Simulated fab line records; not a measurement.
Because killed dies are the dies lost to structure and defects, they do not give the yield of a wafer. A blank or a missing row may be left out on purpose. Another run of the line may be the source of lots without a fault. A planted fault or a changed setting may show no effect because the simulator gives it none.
One fault seen from 2 desks || flow sky130 || every desk sees just its own numbers, and what lay behind them comes last

## AT THE METROLOGY DESK
What the gauges read, lot by lot, whatever tool the lot ran on: means of the sampled wafers that have a number. A lot is out of limits, marked OUT, if its mean lies more than 4 standard deviations from the usual mean; the brackets give that distance.
Columns: A = FIELD_ISO_OXIDATION_00_THK at SKY_FIELD_ISO_THK_MEAS_02, usual 11.90 nm; B = FIELD_ISO_CVD_03_THK at SKY_FIELD_ISO_THK_MEAS_04, usual 164.9 nm; C = NWELL_00_OVL at SKY_NWELL_OVL_MEAS_10, usual 0.5 nm
{"lot": "L743", "first seen here": "day 1 17:16", "A": 11.91, "B": 164.3, "C": -0.5}
{"lot": "L744", "first seen here": "day 2 00:46", "A": 12.12, "B": 163.0, "C": 1.4}
{"lot": "L745", "first seen here": "day 2 04:23", "A": 11.73, "B": 161.3, "C": 1.8}
{"lot": "L746", "first seen here": "day 2 11:40", "A": 11.52, "B": 163.4, "C": 1.3}
{"lot": "L748", "first seen here": "day 2 19:14", "A": 12.06, "B": 164.3, "C": 0.8}
{"lot": "L749", "first seen here": "day 3 00:01", "A": 11.83, "B": 163.3, "C": 0.3}
{"lot": "L750", "first seen here": "day 3 03:39", "A": 11.84, "B": 166.4, "C": 0.8}
{"lot": "L752", "first seen here": "day 3 13:41", "A": 11.91, "B": 164.8, "C": 1.6}
{"lot": "L755", "first seen here": "day 4 05:40", "A": 11.88, "B": 166.0, "C": 0.1}
{"lot": "L760", "first seen here": "day 5 06:21", "A": 11.46, "B": 165.7, "C": 1.1}
{"lot": "L761", "first seen here": "day 5 12:50", "A": 11.88, "B": 166.5, "C": 1.8}
{"lot": "L762", "first seen here": "day 5 15:38", "A": 11.25, "B": 167.0, "C": -0.7}
{"lot": "L763", "first seen here": "day 5 22:00", "A": 12.34, "B": 167.3, "C": 0.7}
This desk's verdict: no lot among the 13 shows anything out of limits.

## TOOL OWNER'S DESK, rie si-02
The tool's own readings at SKY_FIELD_ISO_ETCH_17 (etches Si in HBr/Cl2/O2, target depth 342 nm, time 97.7 s): means of the sampled wafers that have a number, for each lot that ran on this tool. A lot is out of limits, marked OUT, if its mean lies more than 4 standard deviations from the usual mean; the brackets give that distance.
Columns: A = drypump motor current A at SKY_FIELD_ISO_ETCH_17, usual 5.6 A; B = oes product au at SKY_FIELD_ISO_ETCH_17, usual 0.995 a.u.; C = run length s at SKY_FIELD_ISO_ETCH_17, usual 126.0 s; D = throttle valve pct at SKY_FIELD_ISO_ETCH_17, usual 25.661 %
{"lot": "L743", "first seen here": "day 2 10:36", "A": 5.8, "B": 0.991, "C": 126.4, "D": 25.663}
{"lot": "L748", "first seen here": "day 3 16:30", "A": 5.7, "B": 0.998, "C": 126.3, "D": 25.657}
{"lot": "L749", "first seen here": "day 3 20:48", "A": 5.9, "B": 0.991, "C": 125.8, "D": 25.665}
{"lot": "L755", "first seen here": "day 5 02:09", "A": 5.2, "B": 0.997, "C": 125.6, "D": 25.657}
{"lot": "L760", "first seen here": "day 6 02:40", "A": 5.3, "B": 0.995, "C": "110.5 (-34) OUT", "D": 25.665}
{"lot": "L761", "first seen here": "day 6 09:43", "A": 5.3, "B": 0.992, "C": "110.3 (-35) OUT", "D": 25.670}
This desk's finding: out of limits on L760, L761; first on L760, day 6 02:40 (run length s at SKY_FIELD_ISO_ETCH_17). L743, L748, L749, L755 stayed within limits.

## BROUGHT TOGETHER
At day 6 02:40, on L760, L761, the tool owner's desk was in a position to raise an alarm.
Nothing out of limits was seen by the metrology desk.
The metrology desk holds a record of L760, L761, inside its limits.
Of the lots named, all ran SKY_FIELD_ISO_ETCH_17 on rie si-02.

## WHAT HAD BEEN PUT IN BY THE SIMULATOR
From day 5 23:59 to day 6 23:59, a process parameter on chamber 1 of rie si-02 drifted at SKY_FIELD_ISO_ETCH_17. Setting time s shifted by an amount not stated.
Lots struck among those shown: L760, L761.
Time in hours from fault onset to the first out-of-limits reading at each desk: the tool owner's desk, 3.
